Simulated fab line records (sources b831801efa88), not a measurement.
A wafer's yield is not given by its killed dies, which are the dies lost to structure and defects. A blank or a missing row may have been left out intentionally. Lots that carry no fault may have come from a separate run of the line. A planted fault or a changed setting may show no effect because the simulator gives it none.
Struck lot and sound lot, side by side    flow sky130    15 out of 708 route steps
Sound: these wafers, L831.2, L831.5, L831.6. Wafers L837.2, L837.3, L837.5 were the ones struck. The cause is given at the end.
At each step with rows: each side's tool, then ch and its chambers, then its first start. Under that, the readings that differ: sound wafers    struck wafers    difference of the means    sigmas: that difference in standard deviations of wafers without a fault.
alike: a reading whose means differ by less than 2 such deviations, as well as words and numbers matching on both sides. not compared: withheld readings; readings where some wafer has no value; bounds like >300 that might hide an equal value; numbers whose values overlap and for which the record gives no deviation.
The two part at a step that has a row with sigmas, a row that says differs or no value, or rows on one side only. Numbers that don't overlap but have no deviation are shown without sigmas and don't part them. A reading that every wafer of one side lacks parts them only if that side has two wafers or more.

SKY_VIA1_BOW_MEAS_03:
  sound on film metro-04 at day 34 01:41; struck on film metro-01 at day 36 13:33
  alike: VIA1_BOW
then, 8 steps without rows for these wafers: SKY_VIA1_DEHYDRATE_04 (time 60 s); SKY_VIA1_HMDS_05 (prime time 60 s); SKY_VIA1_COAT_06 (resist thk 60 nm); SKY_VIA1_COAT_07 (resist thk 450 nm); SKY_VIA1_SOFTBAKE_08 (time 90 s); SKY_VIA1_EXPOSE_09 (exposes mask VIM, target cd 150 nm); SKY_VIA1_PEB_10; SKY_VIA1_DEVELOP_11 (develop time 60 s).
SKY_VIA1_CD_MEAS_12: the cd target is 150 nm.
  sound on cd sem-02 at day 35 04:58; struck on cd sem-02 at day 37 16:11
  alike: cd nm
SKY_VIA1_OVL_MEAS_13:
  sound on overlay-01 at day 35 05:04; struck on overlay-02 at day 37 16:18
  alike: VIA1_OVL
SKY_VIA1_ETCH_14: etches BARC in N2/H2, stops on SiO2, time 45.9 s, target depth 60 nm.
  sound on rie diel-01 ch 0,3, day 35 05:05; struck on rie diel-04 ch 0,3, day 37 16:20
  alike: drypump motor current A, oes product au, rf fwd power W, throttle valve pct
  not compared: rf hours counter h
SKY_VIA1_ETCH_15: etches SiO2 in C4F8/O2/Ar, stops on TiN, target depth 351 nm, time 54 s.
  sound on rie diel-01 ch 0,3, day 35 05:08; struck on rie diel-04 ch 0,3, day 37 16:22
reading                                      sound              struck             difference  sigmas
rf fwd power W (W)                           1476 1483 1485     1728 1723 1737     +248        +45
model.KrF-thick_of_VIA1_COAT_07.thk nm (nm)  324.2 325.3 321.7  318 316.3 318.4    -6          
model.TiN_of_METAL1_SPUTTER_04.thk nm (nm)   71.2 71.22 70.83   68.68 67.81 68.25  -2.84       
  alike: oes product au
  not compared: rf hours counter h
SKY_VIA1_STRIP_16: strips in O2/N2.
  sound on plasma asher-04 ch 0,1, day 35 05:11; struck on plasma asher-03 ch 0,1, day 37 16:25
  alike: drypump motor current A, o2 flow sccm, oes product au, strip time to endpoint s
  not compared: rf hours counter h
-- the record jumps here: 11 days lie between the struck wafers' starts before and after (it left off in module VIA1 and takes up again in module PAD_OPEN, whose first step shown is number 708 of the route) --
SKY_PAD_OPEN_PROBE_99:
  sound on prober-02 at day 46 18:50; struck on prober-01 at day 48 16:02
  alike: defect limited yield, killed_at_M0_to_M3, killed_at_M4_up, killed at contacts, killed at front end, killed at other, killed dies, killed open, killed short, sort_bin_3_pad_short, sort_bin_5_function, sort_bin_6_memory, sort n pass, sort yield pct

## WHERE THEY PART
Within this record, at SKY_VIA1_ETCH_15 only. Later steps at which nothing parts them and some readings are alike: SKY_VIA1_STRIP_16, SKY_PAD_OPEN_PROBE_99.

WHY: what had been put in by the simulator
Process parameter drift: rie diel-04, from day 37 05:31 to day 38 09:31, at SKY_VIA1_ETCH_15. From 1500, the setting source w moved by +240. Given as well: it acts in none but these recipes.
